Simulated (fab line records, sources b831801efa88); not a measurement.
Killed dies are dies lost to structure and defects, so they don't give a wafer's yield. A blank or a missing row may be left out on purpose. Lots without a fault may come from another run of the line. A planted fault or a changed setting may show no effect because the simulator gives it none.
Which tool did it? | flow gf180mcu | 14 lots, 42 wafers sampled, at 4 steps of a route of 602

WHAT THE GAUGES READ, wafer by wafer
GF_STI_THK_MEAS_02. Usual: STI_OXIDATION_THK 10.97 nm, standard deviation 0.19.
lot  | measured    | on            | STI_OXIDATION_THK (nm) | flag
L576 | day 1 11:31 | film_metro-02 | 11.29 11.22 10.99      |
L581 | day 2 14:10 | film_metro-02 | 10.79 10.79 10.90      |
L585 | day 3 08:31 | film_metro-01 | 11.24 10.95 10.95      |
L586 | day 3 14:19 | film_metro-02 | 10.49 10.52 10.65      |
L588 | day 4 00:02 | film_metro-03 | 10.77 10.69 10.73      |
L591 | day 4 14:31 | film_metro-02 | 11.12 11.23 11.00      |
L592 | day 4 19:31 | film_metro-01 | 10.83 11.02 11.00      |
L593 | day 5 00:37 | film_metro-03 | 11.22 11.15 11.10      |
L594 | day 5 06:04 | film_metro-02 | 11.16 11.16 11.15      |
L595 | day 5 11:45 | film_metro-03 | 10.94 11.02 11.35      |
L596 | day 5 15:31 | film_metro-03 | 11.01 11.02 10.84      |
L597 | day 5 21:29 | film_metro-01 | 11.04 10.95 10.95      |
L598 | day 6 02:21 | film_metro-03 | 10.90 11.08 10.93      |
L599 | day 6 06:31 | film_metro-02 | 11.08 11.31 11.15      |

GF_PSD_RS_MEAS_14: measures by four-point-probe. Usual: NSD_RS 46.12 ohm/sq, standard deviation 0.082.
lot  | measured     | on            | NSD_RS (ohm/sq)   | flag
L576 | day 14 14:29 | film_metro-04 | 46.19 46.10 46.38 |
L581 | day 16 01:38 | film_metro-02 | 46.04 46.06 46.00 |
L585 | day 17 08:23 | film_metro-04 | 46.94 46.93 46.88 | OFF
L586 | day 17 22:02 | film_metro-01 | 46.94 46.87 46.94 | OFF
L588 | day 18 11:14 | film_metro-02 | 45.98 46.13 46.10 |
L591 | day 19 13:08 | film_metro-04 | 46.03 46.02 46.16 |
L592 | day 19 21:55 | film_metro-04 | 46.21 46.12 46.13 |
L593 | day 20 12:35 | film_metro-02 | 46.17 46.22 46.21 |
L594 | day 20 17:59 | film_metro-02 | 46.19 46.23 46.10 |
L595 | day 20 23:31 | film_metro-01 | 46.05 46.06 45.99 |
L596 | day 21 05:08 | film_metro-02 | 46.16 46.09 46.15 |
L597 | day 21 22:44 | film_metro-02 | 46.25 46.33 46.16 |
L598 | day 22 00:34 | film_metro-02 | 46.22 46.20 46.16 |
L599 | day 22 06:39 | film_metro-01 | 46.05 46.09 46.16 |

GF_SAB_CD_MEAS_09: target cd 420 nm. Usual: cd_nm 420.9 nm, standard deviation 2.3.
lot  | measured     | on        | cd_nm (nm)        | flag
L576 | day 15 11:58 | cd_sem-01 | 417.7 415.6 418.5 |
L581 | day 17 00:18 | cd_sem-02 | 426.3 422.8 425.7 |
L585 | day 18 07:38 | cd_sem-01 | 420.0 420.3 419.7 |
L586 | day 18 22:14 | cd_sem-01 | 423.1 423.3 421.1 |
L588 | day 19 11:28 | cd_sem-01 | 420.6 423.2 423.0 |
L591 | day 20 13:47 | cd_sem-02 | 420.0 421.9 423.3 |
L592 | day 20 22:34 | cd_sem-01 | 415.5 415.0 419.2 |
L593 | day 21 12:23 | cd_sem-01 | 417.4 418.4 418.3 |
L594 | day 21 17:47 | cd_sem-02 | 420.9 421.2 419.4 |
L595 | day 21 23:13 | cd_sem-01 | 422.8 424.2 421.7 |
L596 | day 22 04:59 | cd_sem-02 | 419.1 421.7 421.4 |
L597 | day 22 22:23 | cd_sem-02 | 418.7 419.7 420.2 |
L598 | day 22 23:44 | cd_sem-01 | 419.6 419.2 417.3 |
L599 | day 23 05:31 | cd_sem-01 | 420.1 419.6 421.3 |

WHICH TOOL RAN EACH LOT (tool, then ch and the chambers of the sampled wafers, then the start)
lot  | GF_NSD_IMPLANT_10
L576 | implanter-02 ch 0, day 13 17:38
L581 | implanter-03 ch 0, day 15 03:13
L585 | implanter-02 ch 0, day 16 08:58
L586 | implanter-02 ch 0, day 16 22:36
L588 | implanter-03 ch 0, day 17 11:12
L591 | implanter-04 ch 0, day 18 11:52
L592 | implanter-04 ch 0, day 18 20:58
L593 | implanter-03 ch 0, day 19 11:22
L594 | implanter-04 ch 0, day 19 16:37
L595 | implanter-03 ch 0, day 19 23:00
L596 | implanter-02 ch 0, day 20 05:01
L597 | implanter-04 ch 0, day 20 21:55
L598 | implanter-03 ch 0, day 21 00:13
L599 | implanter-04 ch 0, day 21 06:07
- GF_NSD_IMPLANT_10

WHAT THE TOOLS THEMSELVES READ (means of the sampled wafers that have a number; where no wafer has one, the mark that the record gives instead)
GF_NSD_IMPLANT_10. Usual: beam_on_s 10.01 s, standard deviation 0.19; faraday_current_uA 2785, standard deviation 51.
lot  | tool         | beam_on_s (s) | faraday_current_uA | flag
L576 | implanter-02 | 9.87          | 2826               |
L581 | implanter-03 | 10.01         | 2786               |
L585 | implanter-02 | 8.55          | 3263               | OFF
L586 | implanter-02 | 8.57          | 3251               | OFF
L588 | implanter-03 | 9.78          | 2839               |
L591 | implanter-04 | 9.92          | 2817               |
L592 | implanter-04 | 9.97          | 2787               |
L593 | implanter-03 | 9.96          | 2799               |
L594 | implanter-04 | 10.05         | 2774               |
L595 | implanter-03 | 9.97          | 2784               |
L596 | implanter-02 | 10.05         | 2791               |
L597 | implanter-04 | 9.99          | 2795               |
L598 | implanter-03 | 9.95          | 2803               |
L599 | implanter-04 | 9.83          | 2833               |

THE ANSWER, worked out from the rows above alone
Rule: a lot is off if the mean of its wafers that have a number lies more than 3 standard deviations from the usual mean. A lot without any number at a reading at which 4 lots or more have one is off too. The other lots that the step has rows for count as sound. The gauges are gone through in route order, then the tools' own readings, and for those a lot's mean is taken as printed above. The first step at which some lot is off is used, and at that step the reading that is off furthest; a lot without a number counts as furthest.
Off: L585, L586, at GF_PSD_RS_MEAS_14 (NSD_RS).
A tool fits if, at a process step before that reading, it ran every lot that is off, and no sound lot after the first of them. The gauges at GF_PSD_RS_MEAS_14 aren't tried: what is off there is off at GF_NSD_IMPLANT_10 too, on other tools, and a gauge's error can't cause that. None of those tried fits.

WHAT THE SIMULATOR HAD PUT IN
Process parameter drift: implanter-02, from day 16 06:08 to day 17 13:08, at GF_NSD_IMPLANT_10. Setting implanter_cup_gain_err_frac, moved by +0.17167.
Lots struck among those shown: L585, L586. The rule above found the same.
